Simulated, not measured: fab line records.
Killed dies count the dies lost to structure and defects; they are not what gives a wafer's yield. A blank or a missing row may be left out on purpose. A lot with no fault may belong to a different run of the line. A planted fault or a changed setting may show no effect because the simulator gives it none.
Chamber matching	flow sfq_line	SFQ_TRILAYER_I2_DEP_PECVD_063 on pecvd-03: 3 sister chambers
The step deposits SiO2 from SiH4/N2O, time 111.11 s, target thk 500 nm. 14 wafers are shown with their chamber, then 7 later ones without.

== WAFERS PAIRED WITH THEIR CHAMBERS ==
wafer	chamber	throttle_valve_pct (%)	heater_power_w (W)
L190.1	2	25.9	86
L190.3	0	26.7	100
L190.5	0	26.7	100
L192.2	0	26.5	91
L192.3	2	25.9	91
L192.6	2	25.7	94
L193.2	1	24.3	69
L193.4	0	26.6	100
L193.6	2	25.8	91
L194.1	0	26.7	92
L194.4	2	25.8	95
L194.5	0	26.5	95
L201.1	2	25.9	95
L201.3	0	26.5	86

SIGNATURES (means of the wafers above)
reading	chamber 0	chamber 1	chamber 2	scatter within a chamber
throttle_valve_pct	26.600	24.300	25.833	0.0921
heater_power_w	94.86	69.00	92.00	4.68
Rule: a wafer lies at a distance from a chamber equal to the root of the sum of squares, over the readings, of (its reading less the chamber's mean, divided by the reading's scatter). If the next closest chamber is less than 2 further off than the closest, the wafer can't be placed; otherwise it belongs to the closest. The scatter: take each reading less its chamber's mean, square it, sum over the shown wafers, divide by the number of wafers less the number of chambers, and take the root.

== WAFERS WITH NO CHAMBER GIVEN ==
wafer	throttle_valve_pct (%)	heater_power_w (W)
L201.5	26.1	99
L208.3	25.5	98
L208.4	25.8	82
L208.6	24.2	70
L210.2	25.8	99
L210.3	24.1	77
L210.4	26.6	103

== THE CHAMBER EACH PASSED THROUGH ==
wafer	from the rows above	in truth
L201.5	2	2
L208.3	2	2
L208.4	2	2
L208.6	1	1
L210.2	2	2
L210.3	1	1
L210.4	0	0
Correct placement for 7 of the 7. Can't be placed from these rows: 0. Placed wrongly: 0.
